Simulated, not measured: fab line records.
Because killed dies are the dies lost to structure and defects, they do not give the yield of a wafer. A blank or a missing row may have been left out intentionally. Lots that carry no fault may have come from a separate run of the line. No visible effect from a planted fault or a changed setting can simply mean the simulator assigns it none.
Which tool did it? :: flow sky130 :: Sampling: 11 lots, 33 wafers, 6 of 708 route steps

WHAT THE GAUGES READ, wafer by wafer
SKY_LDD_HVN_OVL_MEAS_07. Usual: LDD_HVN_OVL -0.1 nm, standard deviation 1.5.
lot: L595
measured: day 20 04:40
on: overlay-02
LDD_HVN_OVL (nm): -0.2 -2.2 -0.8
flag: 

lot: L600
measured: day 22 12:23
on: overlay-01
LDD_HVN_OVL (nm): 1.2 -0.7 -0.4
flag: 

lot: L599
measured: day 22 13:00
on: overlay-01
LDD_HVN_OVL (nm): 2.5 1.8 1.2
flag: 

lot: L602
measured: day 23 07:18
on: overlay-01
LDD_HVN_OVL (nm): 1.9 2.3 -0.1
flag: 

lot: L604
measured: day 23 10:02
on: overlay-01
LDD_HVN_OVL (nm): -2.4 0.8 -0.6
flag: 

lot: L605
measured: day 24 01:16
on: overlay-01
LDD_HVN_OVL (nm): 1.1 0.5 0.1
flag: 

lot: L606
measured: day 24 12:58
on: overlay-02
LDD_HVN_OVL (nm): -1.6 -0.5 -2.8
flag: 

lot: L607
measured: day 24 18:23
on: overlay-02
LDD_HVN_OVL (nm): -1.6 -1.2 -0.2
flag: 

lot: L612
measured: day 27 08:59
on: overlay-01
LDD_HVN_OVL (nm): 0.6 1.3 2.4
flag: 

lot: L615
measured: day 27 15:23
on: overlay-01
LDD_HVN_OVL (nm): -0.3 -1.4 -1.4
flag: 

lot: L618
measured: day 28 07:02
on: overlay-02
LDD_HVN_OVL (nm): -1.7 -0.1 -0.9
flag: 

SKY_LDD_HVP_OVL_MEAS_07. Usual: LDD_HVP_OVL 0.2 nm, standard deviation 1.5.
lot: L595
measured: day 21 10:33
on: overlay-02
LDD_HVP_OVL (nm): -0.4 -2.4 0.9
flag: 

lot: L600
measured: day 23 18:40
on: overlay-02
LDD_HVP_OVL (nm): 2.1 2.6 0.9
flag: 

lot: L599
measured: day 23 19:34
on: overlay-02
LDD_HVP_OVL (nm): -0.5 -0.9 0.0
flag: 

lot: L602
measured: day 24 13:15
on: overlay-01
LDD_HVP_OVL (nm): 1.3 1.0 0.4
flag: 

lot: L604
measured: day 24 15:52
on: overlay-02
LDD_HVP_OVL (nm): -2.2 -1.9 -2.1
flag: 

lot: L605
measured: day 25 06:58
on: overlay-01
LDD_HVP_OVL (nm): -0.5 -0.1 -0.5
flag: 

lot: L606
measured: day 25 18:01
on: overlay-01
LDD_HVP_OVL (nm): -0.2 -0.8 1.0
flag: 

lot: L607
measured: day 25 23:14
on: overlay-02
LDD_HVP_OVL (nm): 1.6 2.7 -0.3
flag: 

lot: L612
measured: day 28 13:32
on: overlay-01
LDD_HVP_OVL (nm): 1.0 2.4 2.1
flag: 

lot: L615
measured: day 28 20:12
on: overlay-02
LDD_HVP_OVL (nm): 0.1 0.7 -1.1
flag: 

lot: L618
measured: day 29 11:55
on: overlay-02
LDD_HVP_OVL (nm): 2.0 -1.9 -0.7
flag: 

SKY_POLY_CUT_CD_MEAS_08 targets a cd of 270 nm. Usual: cd-nm reads 270.4 nm (standard deviation 1.6).
lot: L595
measured: day 24 01:11
on: cd-sem-02
cd-nm (nm): 270.6 270.1 270.4
flag: 

lot: L600
measured: day 26 07:45
on: cd-sem-02
cd-nm (nm): 269.8 270.1 270.4
flag: 

lot: L599
measured: day 26 09:20
on: cd-sem-01
cd-nm (nm): 268.5 269.0 269.8
flag: 

lot: L602
measured: day 27 01:58
on: cd-sem-02
cd-nm (nm): 271.2 270.7 272.1
flag: 

lot: L604
measured: day 27 04:32
on: cd-sem-02
cd-nm (nm): 270.5 273.6 273.0
flag: 

lot: L605
measured: day 27 19:09
on: cd-sem-02
cd-nm (nm): 269.5 270.7 269.4
flag: 

lot: L606
measured: day 28 06:08
on: cd-sem-02
cd-nm (nm): 271.1 271.6 271.4
flag: 

lot: L607
measured: day 28 10:50
on: cd-sem-02
cd-nm (nm): 270.5 269.7 270.1
flag: 

lot: L612
measured: day 31 00:48
on: cd-sem-02
cd-nm (nm): 268.3 270.3 269.5
flag: 

lot: L615
measured: day 31 06:10
on: cd-sem-01
cd-nm (nm): 272.4 271.9 272.4
flag: 

lot: L618
measured: day 31 21:53
on: cd-sem-01
cd-nm (nm): 269.7 268.5 269.2
flag: 

SKY_LI_CONTACT_RS_MEAS_22: measurement is done with a four-point probe. Usual: LI_CONTACT_W_RS 0.285 ohm/sq, standard deviation 0.004.
lot: L595
measured: day 29 00:25
on: film-metro-02
LI_CONTACT_W_RS (ohm/sq): 0.283 0.287 0.288
flag: 

lot: L600
measured: day 31 04:19
on: film-metro-01
LI_CONTACT_W_RS (ohm/sq): 0.289 0.285 0.284
flag: 

lot: L599
measured: day 31 05:53
on: film-metro-02
LI_CONTACT_W_RS (ohm/sq): 0.289 0.279 0.280
flag: 

lot: L602
measured: day 31 22:25
on: film-metro-01
LI_CONTACT_W_RS (ohm/sq): 0.280 0.285 0.284
flag: 

lot: L604
measured: day 32 00:29
on: film-metro-01
LI_CONTACT_W_RS (ohm/sq): 0.278 0.280 0.286
flag: 

lot: L605
measured: day 32 13:50
on: film-metro-02
LI_CONTACT_W_RS (ohm/sq): 0.287 0.288 0.285
flag: 

lot: L606
measured: day 33 00:05
on: film-metro-04
LI_CONTACT_W_RS (ohm/sq): 0.286 0.284 0.284
flag: 

lot: L607
measured: day 33 05:38
on: film-metro-04
LI_CONTACT_W_RS (ohm/sq): 0.294 0.282 0.281
flag: 

lot: L612
measured: day 35 15:13
on: film-metro-01
LI_CONTACT_W_RS (ohm/sq): 0.280 0.279 0.256
flag: OFF

lot: L615
measured: day 35 18:35
on: film-metro-04
LI_CONTACT_W_RS (ohm/sq): 0.256 0.257 0.278
flag: OFF

lot: L618
measured: day 36 12:57
on: film-metro-02
LI_CONTACT_W_RS (ohm/sq): 0.279 0.283 0.283
flag: 

SKY_LI_CONTACT_THK_MEAS_23: measures by xrf. Usual: LI_CONTACT_W_THK 395 nm, standard deviation 7.2.
lot: L595
measured: day 29 00:32
on: film-metro-02
LI_CONTACT_W_THK (nm): 401 393 397
flag: 

lot: L600
measured: day 31 04:25
on: film-metro-01
LI_CONTACT_W_THK (nm): 382 388 392
flag: 

lot: L599
measured: day 31 05:59
on: film-metro-02
LI_CONTACT_W_THK (nm): 392 409 404
flag: 

lot: L602
measured: day 31 22:31
on: film-metro-01
LI_CONTACT_W_THK (nm): 394 390 391
flag: 

lot: L604
measured: day 32 00:37
on: film-metro-01
LI_CONTACT_W_THK (nm): 396 388 380
flag: 

lot: L605
measured: day 32 13:58
on: film-metro-02
LI_CONTACT_W_THK (nm): 394 393 400
flag: 

lot: L606
measured: day 33 00:12
on: film-metro-04
LI_CONTACT_W_THK (nm): 394 398 394
flag: 

lot: L607
measured: day 33 05:45
on: film-metro-04
LI_CONTACT_W_THK (nm): 385 401 400
flag: 

lot: L612
measured: day 35 15:19
on: film-metro-01
LI_CONTACT_W_THK (nm): 393 394 431
flag: 

lot: L615
measured: day 35 18:42
on: film-metro-04
LI_CONTACT_W_THK (nm): 444 442 409
flag: OFF

lot: L618
measured: day 36 13:04
on: film-metro-02
LI_CONTACT_W_THK (nm): 405 399 399
flag: 

TOOL THAT RAN EACH LOT (tool first, then ch and the chambers of the sampled wafers, then the start)
lot: L595
SKY_LI_CONTACT_CVD_21: cvd-w-01 ch 0,1, day 29 00:18

lot: L600
SKY_LI_CONTACT_CVD_21: cvd-w-01 ch 1, day 31 04:10

lot: L599
SKY_LI_CONTACT_CVD_21: cvd-w-02 ch 0,1, day 31 05:46

lot: L602
SKY_LI_CONTACT_CVD_21: cvd-w-01 ch 0,1, day 31 22:17

lot: L604
SKY_LI_CONTACT_CVD_21: cvd-w-02 ch 0,1, day 32 00:22

lot: L605
SKY_LI_CONTACT_CVD_21: cvd-w-01 ch 0,1, day 32 13:43

lot: L606
SKY_LI_CONTACT_CVD_21: cvd-w-01 ch 0,1, day 32 23:57

lot: L607
SKY_LI_CONTACT_CVD_21: cvd-w-02 ch 0,1, day 33 05:30

lot: L612
SKY_LI_CONTACT_CVD_21: cvd-w-02 ch 0,1, day 35 15:04

lot: L615
SKY_LI_CONTACT_CVD_21: cvd-w-02 ch 0,1, day 35 18:27

lot: L618
SKY_LI_CONTACT_CVD_21: cvd-w-01 ch 0,1, day 36 12:49
- SKY_LI_CONTACT_CVD_21: deposits W, target thk 400 nm, time 120.56 s.

WHAT THE TOOLS THEMSELVES READ (means of the sampled wafers that have a number; where no wafer has one, the mark that the record gives instead)
SKY_LI_CONTACT_CVD_21. Usual: heater-power-w 880 W, standard deviation 39; susceptor-temp-C 399.98 C, standard deviation 0.26.
lot: L595
tool: cvd-w-01
heater-power-w (W): 894
susceptor-temp-C (C): 400.15
flag: 

lot: L600
tool: cvd-w-01
heater-power-w (W): 870
susceptor-temp-C (C): 400.40
flag: 

lot: L599
tool: cvd-w-02
heater-power-w (W): 857
susceptor-temp-C (C): 400.35
flag: 

lot: L602
tool: cvd-w-01
heater-power-w (W): 908
susceptor-temp-C (C): 400.15
flag: 

lot: L604
tool: cvd-w-02
heater-power-w (W): 885
susceptor-temp-C (C): 400.03
flag: 

lot: L605
tool: cvd-w-01
heater-power-w (W): 899
susceptor-temp-C (C): 400.03
flag: 

lot: L606
tool: cvd-w-01
heater-power-w (W): 900
susceptor-temp-C (C): 400.13
flag: 

lot: L607
tool: cvd-w-02
heater-power-w (W): 874
susceptor-temp-C (C): 399.61
flag: 

lot: L612
tool: cvd-w-02
heater-power-w (W): 888
susceptor-temp-C (C): 402.11
flag: OFF

lot: L615
tool: cvd-w-02
heater-power-w (W): 866
susceptor-temp-C (C): 404.14
flag: OFF

lot: L618
tool: cvd-w-01
heater-power-w (W): 908
susceptor-temp-C (C): 400.23
flag: 

THE ANSWER, worked out from the rows above alone
Rule: take the mean of a lot's wafers that have a number; if it is more than 3 standard deviations from the usual mean, the lot is off. Also off: a lot with no number at a reading for which 4 or more lots have one. The other lots that the step has rows for count as sound. First the gauges in route order, then the tools' own readings, where a lot's mean is used as printed above. At the first step where some lot is off, the reading lying furthest off is the one used; lots without a number count as furthest.
Off: at SKY_LI_CONTACT_RS_MEAS_22 (LI_CONTACT_W_RS), L612, L615.
If a tool, at a process step before that reading, ran all the lots that are off and no sound lot after the first of them, it fits. Not tried: the gauges at SKY_LI_CONTACT_RS_MEAS_22; whatever is off there is also off at SKY_LI_CONTACT_CVD_21, on other tools, and gauge error can't account for it. One fits: SKY_LI_CONTACT_CVD_21 on cvd-w-02. A fault onset in the window from L607 (day 33 05:30, its last sound lot) to L612 (day 35 15:04, its first lot off) fits.
On the lots that are off, the tool's own readings at SKY_LI_CONTACT_CVD_21 differ by more than 5 times the standard deviation of the sound lots' means, which bears it out; susceptor-temp-C reads 403.12 C there versus 400.12 C on the sound lots.

WHAT THE SIMULATOR HAD INSERTED
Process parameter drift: cvd-w-02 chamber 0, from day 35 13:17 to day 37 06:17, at SKY_LI_CONTACT_CVD_21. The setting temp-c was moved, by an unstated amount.
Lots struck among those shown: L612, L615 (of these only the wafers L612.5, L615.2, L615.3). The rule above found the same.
